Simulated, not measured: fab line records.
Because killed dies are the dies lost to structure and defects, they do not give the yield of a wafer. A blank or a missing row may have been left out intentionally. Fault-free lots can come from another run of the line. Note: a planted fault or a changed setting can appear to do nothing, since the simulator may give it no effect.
One fault seen from 2 desks :: flow gf180mcu :: each desk holds nothing but its own numbers, with what lay behind them at the end

## THE TOOL OWNER'S DESK: cmp-01
The tool's own readings at GF_V5_CMP_04 (polishes SiO2): means of the sampled wafers that have a number, for each lot that ran on this tool. Marked OUT: a lot whose mean sits more than 4 standard deviations from the usual mean, which makes it out of limits; the brackets give that distance.
Columns: A = motorCurrentA at GF_V5_CMP_04, usual 11.6 A; B = platenRpm at GF_V5_CMP_04, usual 60.00 rpm
lot: L178
first seen here: day 26 15:25
A: 10.9
B: 60.00

lot: L182
first seen here: day 27 19:31
A: 11.1
B: 59.97

lot: L183
first seen here: day 28 06:52
A: 11.6
B: 59.98

lot: L187
first seen here: day 29 10:05
A: 11.9
B: 59.99

lot: L194
first seen here: day 31 10:25
A: 11.6
B: 59.97

lot: L195
first seen here: day 31 14:37
A: 11.7
B: 60.01
Finding of this desk: none of the 6 lots has anything out of limits.

## METROLOGY DESK
Means of the sampled wafers that have a number, per lot and without regard to the tool the lot ran on: this is what the gauges read. Marked OUT: a lot whose mean sits more than 4 standard deviations from the usual mean, which makes it out of limits; the brackets give that distance.
Columns: A = cdNm at GF_V5_CD_MEAS_14, usual 259.8 nm; B = V5_OVL at GF_V5_OVL_MEAS_15, usual 0 nm
lot: L177
first seen here: day 27 03:12
A: 259.0
B: 5

lot: L178
first seen here: day 27 11:58
A: 258.8
B: -3

lot: L179
first seen here: day 27 16:14
A: 260.5
B: -2

lot: L182
first seen here: day 28 14:59
A: 259.8
B: 2

lot: L183
first seen here: day 29 02:33
A: 260.7
B: 0

lot: L184
first seen here: day 29 09:34
A: 261.6
B: 4

lot: L187
first seen here: day 30 05:11
A: 258.8
B: 5

lot: L194
first seen here: day 32 03:26
A: 260.3
B: -3

lot: L195
first seen here: day 32 08:05
A: 260.2
B: 0

lot: L196
first seen here: day 32 14:50
A: 261.4
B: 6

lot: L197
first seen here: day 32 22:22
A: 258.6
B: -2

lot: L198
first seen here: day 33 02:20
A: 259.0
B: -5
Finding of this desk: none of the 12 lots has anything out of limits.

## BROUGHT TOGETHER
The tool owner's desk saw nothing out of limits.
At the metrology desk, nothing out of limits was observed.

## WHAT WAS PUT IN BY THE SIMULATOR
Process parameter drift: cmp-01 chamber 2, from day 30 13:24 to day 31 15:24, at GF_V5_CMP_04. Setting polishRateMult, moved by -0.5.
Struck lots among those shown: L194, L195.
